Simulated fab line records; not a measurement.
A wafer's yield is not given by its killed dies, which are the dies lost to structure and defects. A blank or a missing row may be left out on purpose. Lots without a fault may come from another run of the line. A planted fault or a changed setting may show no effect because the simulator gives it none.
fab line records | flow sky130
[record] lots = 5 wafers = 15 last-day = 49
route steps=708 shown NWELL@62 PWDE@84 VT_ADJUST_HVTP@85
lots that met no fault: taken from a fault-free run of the same line
start-h: hours from the record's first day to the start of the lot's first wafer shown | wait-h: how many hours have passed since the lot's step before this one | " as in the row above | L1.1+2: a single row standing in for several wafers | - value missing, or start not given | * or withheld: withheld | < > ~ a bound
route shown NAME@n: a module of which the file shows steps, and the number in the route of the first | usual: mean/standard deviation taken from wafers without a fault | same: alike in all rows | chamber/n: place in a boat | sites: each site's reading | _std_site: standard deviation across them | _edge_site: the outer-site mean with the inner-site mean subtracted | radius-mm: how far each site lies from the wafer's centre | mask NAME#n: copy n | behind: tool/chamber where the wafer was last shaped | hold: the reason the lot was held/the length of the hold in hours/how it ended | device: the transistor (n, p or np) that didn't switch | end of line: tests run on the same wafers once the route is complete | a step without rows: its recipe alone | killed: not the wafer's yield, but the dies lost to structure and defects at the first sort | map: a wafer's dies, x killed, . not, _ none there
set.NAME: setting as actually run; set.NAME@STEP: the setting as run at that earlier step | model.NAME: the simulator's own value behind a step, which no gauge read
lots at some steps of the route; a table a step, a row a wafer
services: a tool's chamber out of use, with start hour (start-h, from the record's first day; less than 0 if before it), hours out, and reason
[[steps]]
[step SKY_NWELL_DEVELOP_09]
[recipe] wall-angle-deg = 90 developer = TMAH develop-time-s = 60 dev-temp-c = 23
// columns lot.wafer tool chamber start-h wait-h
L076.3+5+6 litho-track-02 0 - -
L086.1+2+6 litho-track-03 0 - -
L087.3+4+6 litho-track-03 0 - -
L089.4+5+6 litho-track-03 0 - -
L090.2+3+5 litho-track-03 0 - -
[step SKY_NWELL_OVL_MEAS_10]
[usual] NWELL_00_OVL = 0.5/1.4
// columns lot.wafer tool chamber start-h wait-h NWELL_00_OVL[nm]
L076.3 overlay-01 - 102.22 - -1.3
L076.5 " - " " -0.9
L076.6 " - " " -0.8
L086.1 overlay-01 - 157.88 - -0.4
L086.2 " - " " 0.9
L086.6 " - " " 1.5
L087.3 overlay-02 - 159.79 - 2.2
L087.4 " - " " 2.0
L087.6 " - " " 2.7
L089.4 overlay-01 - 170.89 - 0.8
L089.5 " - " " 1.0
L089.6 " - " " 0.1
L090.2 overlay-01 - 184.83 - 2.8
L090.3 " - " " 0.6
L090.5 " - " " -0.3
[step SKY_NWELL_IMPLANT_11]
[recipe] species = P energy-kev = 400 dose-cm2 = 1.9e+13 tilt-deg = withheld
[usual] dose-ions-cm2 = 1.8999e+13/2e+10 end-station-pressure-torr = 5.12e-06/2.8e-07
// columns lot.wafer tool chamber start-h wait-h dose-ions-cm2 end-station-pressure-torr
L076.3 implanter-02 0 102.29 0.1 1.8988e+13 5.03e-06
L076.5 " 0 " " 1.8977e+13 5.54e-06
L076.6 " 0 " " 1.8992e+13 5.07e-06
L086.1 implanter-04 0 157.91 0.0 1.8976e+13 5.08e-06
L086.2 " 0 " " 1.8991e+13 4.7e-06
L086.6 " 0 " " 1.8963e+13 5.04e-06
L087.3 implanter-02 0 159.86 0.1 1.8968e+13 4.46e-06
L087.4 " 0 " " 1.9025e+13 5.47e-06
L087.6 " 0 " " 1.901e+13 4.96e-06
L089.4 implanter-04 0 170.99 0.1 1.8982e+13 4.89e-06
L089.5 " 0 " " 1.8979e+13 5.55e-06
L089.6 " 0 " " 1.8992e+13 5.28e-06
L090.2 implanter-04 0 184.97 0.1 1.8997e+13 5.27e-06
L090.3 " 0 " " 1.9022e+13 4.95e-06
L090.5 " 0 " " 1.9009e+13 5.15e-06
[step SKY_NWELL_IMPLANT_12]
[recipe] species = P energy-kev = 120 dose-cm2 = 1.3e+12 tilt-deg = withheld
[usual] dose-ions-cm2 = 1.2998e+12/1.4e+09 end-station-pressure-torr = 5.01e-06/2.6e-07
// columns lot.wafer tool chamber start-h wait-h dose-ions-cm2 end-station-pressure-torr
L076.3 implanter-02 0 102.44 0.1 1.2981e+12 4.64e-06
L076.5 " 0 " " 1.3004e+12 4.94e-06
L076.6 " 0 " " 1.3e+12 5.13e-06
L086.1 implanter-04 0 158.06 0.1 1.3014e+12 4.7e-06
L086.2 " 0 " " 1.3006e+12 4.99e-06
L086.6 " 0 " " 1.3008e+12 5.38e-06
L087.3 implanter-02 0 160.01 0.1 1.3021e+12 5e-06
L087.4 " 0 " " 1.2976e+12 4.82e-06
L087.6 " 0 " " 1.3032e+12 4.4e-06
L089.4 implanter-04 0 171.14 0.1 1.2992e+12 4.83e-06
L089.5 " 0 " " 1.2971e+12 4.99e-06
L089.6 " 0 " " 1.2986e+12 5.28e-06
L090.2 implanter-04 0 185.12 0.1 1.3003e+12 5.18e-06
L090.3 " 0 " " 1.3021e+12 4.79e-06
L090.5 " 0 " " 1.299e+12 5.08e-06
[step SKY_NWELL_IMPLANT_13]
[recipe] species = P energy-kev = 50 dose-cm2 = 7e+11 tilt-deg = withheld
[usual] dose-ions-cm2 = 7e+11/7.7e+08 end-station-pressure-torr = 5.01e-06/2.5e-07
// columns lot.wafer tool chamber start-h wait-h dose-ions-cm2 end-station-pressure-torr
L076.3 implanter-02 0 102.59 0.1 6.985e+11 4.9e-06
L076.5 " 0 " " 7.006e+11 4.77e-06
L076.6 " 0 " " 7.008e+11 4.88e-06
L086.1 implanter-04 0 158.21 0.1 7.011e+11 4.88e-06
L086.2 " 0 " " 7.001e+11 5.34e-06
L086.6 " 0 " " 6.997e+11 5.21e-06
L087.3 implanter-02 0 160.16 0.1 7.004e+11 5.71e-06
L087.4 " 0 " " 7.002e+11 4.53e-06
L087.6 " 0 " " 7.001e+11 5.13e-06
L089.4 implanter-04 0 171.29 0.1 7e+11 5.05e-06
L089.5 " 0 " " 7.012e+11 4.97e-06
L089.6 " 0 " " 7.001e+11 5.23e-06
L090.2 implanter-04 0 185.27 0.1 7.013e+11 4.65e-06
L090.3 " 0 " " 6.995e+11 4.87e-06
L090.5 " 0 " " 7.001e+11 4.97e-06
[step SKY_NWELL_STRIP_14]
[recipe] chemistry = O2/N2 power-w = 1400 pressure-mtorr = 1500 platen-temp-c = withheld o2-flow-sccm = 3000 n2-flow-sccm = 300 overash-fraction = 0.5
[usual] chamber-pressure-mTorr = 1500.0/1.3 drypump-motor-current-A = 5.8/0.47 oes-product-au = 0.723/0.0041 strip-time-to-endpoint-s = 36.92/0.13
// columns lot.wafer tool chamber start-h wait-h chamber-pressure-mTorr drypump-motor-current-A oes-product-au rf-hours-counter-h strip-time-to-endpoint-s
L076.3 plasma-asher-02 1 102.73 0.1 1499.5 5.4 0.721 - 37.02
L076.5 " 0 " " 1500.8 5.9 0.715 - 36.86
L076.6 " 1 " " 1501.1 5.4 0.723 - 36.96
L086.1 plasma-asher-03 0 158.36 0.1 1501.7 6.5 0.717 38 36.85
L086.2 " 1 " " 1499.7 5.6 0.728 38 36.85
L086.6 " 1 " " 1502.1 5.6 0.721 - 36.90
L087.3 plasma-asher-02 1 160.30 0.1 1500.8 5.4 0.722 - 36.83
L087.4 " 0 " " 1500.9 5.9 0.720 - 36.81
L087.6 " 1 " " 1499.7 5.3 0.726 - 36.87
L089.4 plasma-asher-04 1 171.40 0.1 1500.8 5.1 0.722 - 37.22
L089.5 " 0 " " 1500.7 5.8 0.728 - 37.09
L089.6 " 1 " " 1500.4 5.1 0.728 - 37.08
L090.2 plasma-asher-03 1 185.39 0.1 1499.6 5.6 0.721 41 36.96
L090.3 " 0 " " 1499.8 6.5 0.717 - 37.06
L090.5 " 0 " " 1501.1 6.5 0.724 - 37.07
[step SKY_NWELL_TW_MEAS_15]
[usual] NWELL_TW = 1792/13
// columns lot.wafer tool chamber start-h wait-h NWELL_TW
L076.3 film-metro-04 - 102.81 0.1 1780
L076.5 " - " " 1792
L076.6 " - " " 1785
L086.1 film-metro-01 - 158.46 0.1 1808
L086.2 " - " " 1821
L086.6 " - " " 1815
L087.3 film-metro-01 - 160.38 0.1 1800
L087.4 " - " " 1812
L087.6 " - " " 1803
L089.4 film-metro-02 - 171.49 0.1 1771
L089.5 " - " " 1778
L089.6 " - " " 1768
L090.2 film-metro-02 - 185.50 0.1 1779
L090.3 " - " " 1762
L090.5 " - " " 1768
[step SKY_NWELL_DEHYDRATE_16]
[recipe] temp-c = 200 time-s = 60
// columns lot.wafer tool chamber start-h wait-h
L076.3+5+6 litho-track-01 0 111.29 8.5
L086.1+2+6 litho-track-01 0 166.79 8.3
L087.3+4+6 litho-track-02 0 169.86 9.5
L089.4+5+6 litho-track-03 0 181.35 9.8
L090.2+3+5 litho-track-02 0 195.38 9.9
[step SKY_NWELL_HMDS_17]
[recipe] prime-time-s = 60 prime-temp-c = 120
// columns lot.wafer tool chamber start-h wait-h
L076.3+5+6 litho-track-01 0 111.44 0.1
L086.1+2+6 litho-track-01 0 166.94 0.1
L087.3+4+6 litho-track-02 0 170.01 0.1
L089.4+5+6 litho-track-03 0 181.50 0.1
L090.2+3+5 litho-track-02 0 195.53 0.1
[step SKY_NWELL_COAT_18]
[recipe] spin-rpm = 2000 resist-thk-nm = 3000
// columns lot.wafer tool chamber start-h wait-h
L076.3+5+6 litho-track-01 0 111.59 0.1
L086.1+2+6 litho-track-01 0 167.09 0.1
L087.3+4+6 litho-track-02 0 170.16 0.1
L089.4+5+6 litho-track-03 0 181.65 0.1
L090.2+3+5 litho-track-02 0 195.68 0.1
[step SKY_NWELL_SOFTBAKE_19]
[recipe] temp-c = 110 time-s = withheld
// columns lot.wafer tool chamber start-h wait-h
L076.3+5+6 litho-track-01 0 111.75 0.1
L086.1+2+6 litho-track-01 0 167.24 0.1
L087.3+4+6 litho-track-02 0 170.32 0.1
L089.4+5+6 litho-track-03 0 181.83 0.1
L090.2+3+5 litho-track-02 0 195.84 0.1
[step SKY_NWELL_EXPOSE_20]
[recipe] mask-id = NWM_COMPLEMENT na = 0.6 source-shape = conventional sigma-outer = 0.6 polarization = unpolarized target-cd-nm = 840 dose-mj = 260
[same] na = 0.6
// columns lot.wafer tool chamber start-h wait-h mask
L076.3+5+6 iline-stepper-01 0 - - NWM_COMPLEMENT#0
L086.1+2+6 iline-stepper-02 0 - - NWM_COMPLEMENT#0
L087.3+4+6 iline-stepper-01 0 - - NWM_COMPLEMENT#0
L089.4+5+6 iline-stepper-02 0 - - NWM_COMPLEMENT#0
L090.2+3+5 iline-stepper-02 0 - - NWM_COMPLEMENT#0
[step SKY_NWELL_PEB_21]
[recipe] temp-c = 115 time-s = withheld
// columns lot.wafer tool chamber start-h wait-h
L076.3+5+6 litho-track-01 0 - -
L086.1+2+6 litho-track-01 0 - -
L087.3+4+6 litho-track-02 0 - -
L089.4+5+6 litho-track-01 0 - -
L090.2+3+5 litho-track-01 0 - -
[step SKY_NWELL_DEVELOP_22]
[recipe] wall-angle-deg = 90 developer = TMAH develop-time-s = 60 dev-temp-c = 23
// columns lot.wafer tool chamber start-h wait-h
L076.3+5+6 litho-track-01 0 - -
L086.1+2+6 litho-track-01 0 - -
L087.3+4+6 litho-track-02 0 - -
L089.4+5+6 litho-track-01 0 - -
L090.2+3+5 litho-track-01 0 - -
[step SKY_NWELL_OVL_MEAS_23]
[usual] NWELL_01_OVL = 0.8/1.4
// columns lot.wafer tool chamber start-h wait-h NWELL_01_OVL[nm]
L076.3 overlay-02 - 120.45 - 1.1
L076.5 " - " " 1.2
L076.6 " - " " -0.2
L086.1 overlay-02 - 178.19 - 1.9
L086.2 " - " " 2.8
L086.6 " - " " 2.0
L087.3 overlay-02 - 181.37 - 0.9
L087.4 " - " " 1.0
L087.6 " - " " -0.6
L089.4 overlay-01 - 191.90 - -0.6
L089.5 " - " " 0.0
L089.6 " - " " -1.4
L090.2 overlay-02 - 206.24 - 0.7
L090.3 " - " " -0.1
L090.5 " - " " -0.3
[step SKY_NWELL_IMPLANT_24]
[recipe] species = B energy-kev = 140 dose-cm2 = 9.2e+12 tilt-deg = withheld
[usual] dose-ions-cm2 = 9.2e+12/9.6e+09 end-station-pressure-torr = 5.06e-06/2.6e-07
// columns lot.wafer tool chamber start-h wait-h dose-ions-cm2 end-station-pressure-torr
L076.3 implanter-02 0 120.52 0.1 9.203e+12 5.66e-06
L076.5 " 0 " " 9.203e+12 5.09e-06
L076.6 " 0 " " 9.21e+12 5.43e-06
L086.1 implanter-02 0 178.22 0.0 9.186e+12 4.9e-06
L086.2 " 0 " " 9.212e+12 5.1e-06
L086.6 " 0 " " 9.211e+12 4.92e-06
L087.3 implanter-04 0 181.44 0.1 9.201e+12 4.78e-06
L087.4 " 0 " " 9.197e+12 4.91e-06
L087.6 " 0 " " 9.188e+12 5.36e-06
L089.4 implanter-02 0 192.62 0.7 9.196e+12 4.99e-06
L089.5 " 0 " " 9.213e+12 5.02e-06
L089.6 " 0 " " 9.191e+12 5.39e-06
L090.2 implanter-04 0 206.30 0.0 9.218e+12 4.87e-06
L090.3 " 0 " " 9.198e+12 5.43e-06
L090.5 " 0 " " 9.198e+12 4.79e-06
[step SKY_NWELL_STRIP_25]
[recipe] chemistry = O2/N2 power-w = 1400 pressure-mtorr = 1500 platen-temp-c = withheld o2-flow-sccm = 3000 n2-flow-sccm = 300 overash-fraction = 0.5
[usual] chamber-pressure-mTorr = 1500.0/1.3 drypump-motor-current-A = 5.7/0.46 oes-product-au = 0.723/0.0045 strip-time-to-endpoint-s = 36.91/0.1
// columns lot.wafer tool chamber start-h wait-h chamber-pressure-mTorr drypump-motor-current-A oes-product-au rf-hours-counter-h strip-time-to-endpoint-s
L076.3 plasma-asher-04 1 120.66 0.1 1501.1 5.1 0.722 - 36.96
L076.5 " 1 " " 1501.0 5.1 0.721 - 36.98
L076.6 " 0 " " 1498.6 5.8 0.721 - 36.99
L086.1 plasma-asher-02 0 178.37 0.1 1499.2 5.9 0.726 5 36.74
L086.2 " 1 " " 1500.0 5.3 0.724 5 36.75
L086.6 " 1 " " 1499.7 5.3 0.726 - 36.83
L087.3 plasma-asher-04 1 181.58 0.1 1500.7 5.1 0.716 - 36.91
L087.4 " 0 " " 1501.1 5.7 0.731 - 37.01
L087.6 " 1 " " 1499.4 5.1 0.733 - 36.99
L089.4 plasma-asher-03 0 192.73 0.1 1502.2 6.5 0.722 - 36.80
L089.5 " 0 " " 1498.1 6.5 0.727 - 37.05
L089.6 " 1 " " 1498.7 5.6 0.724 - 36.83
L090.2 plasma-asher-03 0 206.42 0.1 1500.1 6.5 0.721 43 36.93
L090.3 " 0 " " 1500.6 6.5 0.728 - 37.06
L090.5 " 0 " " 1499.0 6.5 0.718 - 36.95
[step SKY_NWELL_TW_MEAS_26]
[usual] NWELL_2_TW = 488/3.6
// columns lot.wafer tool chamber start-h wait-h NWELL_2_TW
L076.3 film-metro-01 - 120.74 0.1 491
L076.5 " - " " 487
L076.6 " - " " 490
L086.1 film-metro-02 - 178.47 0.1 480
L086.2 " - " " 479
L086.6 " - " " 484
L087.3 film-metro-01 - 181.66 0.1 491
L087.4 " - " " 495
L087.6 " - " " 491
L089.4 film-metro-04 - 192.82 0.1 492
L089.5 " - " " 492
L089.6 " - " " 490
L090.2 film-metro-04 - 206.53 0.1 490
L090.3 " - " " 489
L090.5 " - " " 488
[step SKY_NWELL_CLEAN_27]
[recipe] chemistry = SC1/SC2 mix = 1:4:20 temp-c = 70 time-s = 150 dry = n2-spin
[usual] temp-c = 70.02/0.11
// columns lot.wafer tool chamber start-h wait-h temp-c
L076.3 wet-bench-04 1 120.78 0.0 70.12
L076.5 " 1 " " 70.02
L076.6 " 1 " " 70.30
L086.1 wet-bench-03 0 178.53 0.1 69.96
L086.2 " 0 " " 70.05
L086.6 " 0 " " 70.04
L087.3 wet-bench-02 3 181.70 0.0 69.93
L087.4 " 3 " " 69.97
L087.6 " 3 " " 69.98
L089.4 wet-bench-02 3 192.85 0.0 70.06
L089.5 " 3 " " 70.19
L089.6 " 3 " " 70.16
L090.2 wet-bench-04 2 206.58 0.0 69.99
L090.3 " 2 " " 70.02
L090.5 " 2 " " 69.91
[step SKY_NWELL_RTA_28]
[recipe] temp-c = 1050 time-s = 30 idle-temp-c = 650 ramp-up-c-per-s = 150 ramp-down-c-per-s = 90 ambient = N2
[usual] lamp-power-pct = 25.31/0.056 ramp-down-c-per-s = 89.997/0.016 wafer_temp_C_max = 1054.8/0.94
// columns lot.wafer tool chamber start-h wait-h lamp-power-pct ramp-down-c-per-s wafer_temp_C_max
L076.3 rtp-anneal-01 0 120.87 0.0 25.30 90.000 1054.3
L076.5 " 0 " " 25.22 90.006 1055.4
L076.6 " 0 " " 25.35 90.006 1054.3
L086.1 rtp-anneal-02 0 178.58 0.0 25.29 89.997 1054.4
L086.2 " 0 " " 25.44 90.019 1056.0
L086.6 " 0 " " 25.29 90.019 1055.6
L087.3 rtp-anneal-01 0 181.79 0.0 25.28 89.989 1055.2
L087.4 " 0 " " 25.37 90.023 1054.9
L087.6 " 0 " " 25.34 89.975 1056.2
L089.4 rtp-anneal-01 0 192.95 0.1 25.31 90.017 1053.6
L089.5 " 0 " " 25.30 90.011 1053.9
L089.6 " 0 " " 25.28 89.990 1054.0
L090.2 rtp-anneal-02 0 206.65 0.0 25.27 90.005 1056.3
L090.3 " 0 " " 25.24 89.984 1054.9
L090.5 " 0 " " 25.23 89.976 1055.0
[step SKY_NWELL_RS_MEAS_29]
[recipe] thk-meas-gauge = four-point-probe
[usual] NWELL_RS = 625.0/1.8
// columns lot.wafer tool chamber start-h wait-h NWELL_RS[ohm/sq]
L076.3 film-metro-01 - 120.97 0.1 626.9
L076.5 " - " " 627.0
L076.6 " - " " 624.0
L086.1 film-metro-01 - 178.68 0.1 623.4
L086.2 " - " " 624.1
L086.6 " - " " 624.2
L087.3 film-metro-04 - 181.89 0.1 623.9
L087.4 " - " " 622.8
L087.6 " - " " 623.5
L089.4 film-metro-04 - 193.06 0.1 621.5
L089.5 " - " " 621.0
L089.6 " - " " 621.0
L090.2 film-metro-01 - 206.76 0.1 625.3
L090.3 " - " " 627.3
L090.5 " - " " 627.1
[step SKY_NWELL_RS_MEAS_31]
[recipe] thk-meas-gauge = four-point-probe
[usual] PWDE_RS = 5278/19
// columns lot.wafer tool chamber start-h wait-h PWDE_RS[ohm/sq]
L076.3 film-metro-01 - 121.21 0.1 5280
L076.5 " - " " 5292
L076.6 " - " " 5287
L086.1 film-metro-01 - 178.92 0.1 5284
L086.2 " - " " 5286
L086.6 " - " " 5284
L087.3 film-metro-04 - 182.13 0.1 5296
L087.4 " - " " 5277
L087.6 " - " " 5280
L089.4 film-metro-04 - 193.30 0.1 5269
L089.5 " - " " 5268
L089.6 " - " " 5269
L090.2 film-metro-01 - 207.00 0.1 5264
L090.3 " - " " 5257
L090.5 " - " " 5280
[step SKY_VT_ADJUST_HVTP_DEHYDRATE_00]
[recipe] temp-c = 200 time-s = 60
// columns lot.wafer tool chamber start-h wait-h
L076.3+5+6 litho-track-04 0 128.52 7.3
L086.1+2+6 litho-track-01 0 188.74 9.8
L087.3+4+6 litho-track-01 0 191.94 9.8
L089.4+5+6 litho-track-04 0 203.65 10.3
L090.2+3+5 litho-track-04 0 218.05 11.0
[step SKY_VT_ADJUST_HVTP_HMDS_01]
[recipe] prime-time-s = 60 prime-temp-c = 120
// columns lot.wafer tool chamber start-h wait-h
L076.3+5+6 litho-track-04 0 128.67 0.1
L086.1+2+6 litho-track-01 0 188.89 0.1
L087.3+4+6 litho-track-01 0 192.09 0.1
L089.4+5+6 litho-track-04 0 203.80 0.1
L090.2+3+5 litho-track-04 0 218.20 0.1
[[services]]
// columns tool chamber start-h hours kind
wet-bench-04 - 91.04 4.4 pm
plasma-asher-02 - 108.75 9.0 pm
plasma-asher-02 0 108.75 9.0 vent-cycle
plasma-asher-02 1 108.75 9.0 vent-cycle
plasma-asher-02 0 117.75 - clean
plasma-asher-02 1 117.75 - clean
plasma-asher-02 - 136.46 2.8 pm
implanter-02 - 140.01 6.3 repair
litho-track-04 - 141.32 - consumable-replace:filter
iline-stepper-02 - 143.45 13.1 repair
litho-track-04 - 149.40 - consumable-replace:filter
plasma-asher-03 - 159.93 0.4 repair
iline-stepper-01 - 184.33 1.7 pm
implanter-04 - 191.66 12.2 pm
plasma-asher-02 - 193.85 0.6 repair
implanter-02 - 194.39 1.9 repair
implanter-02 - 208.31 2.6 repair
[[key]]
fault none
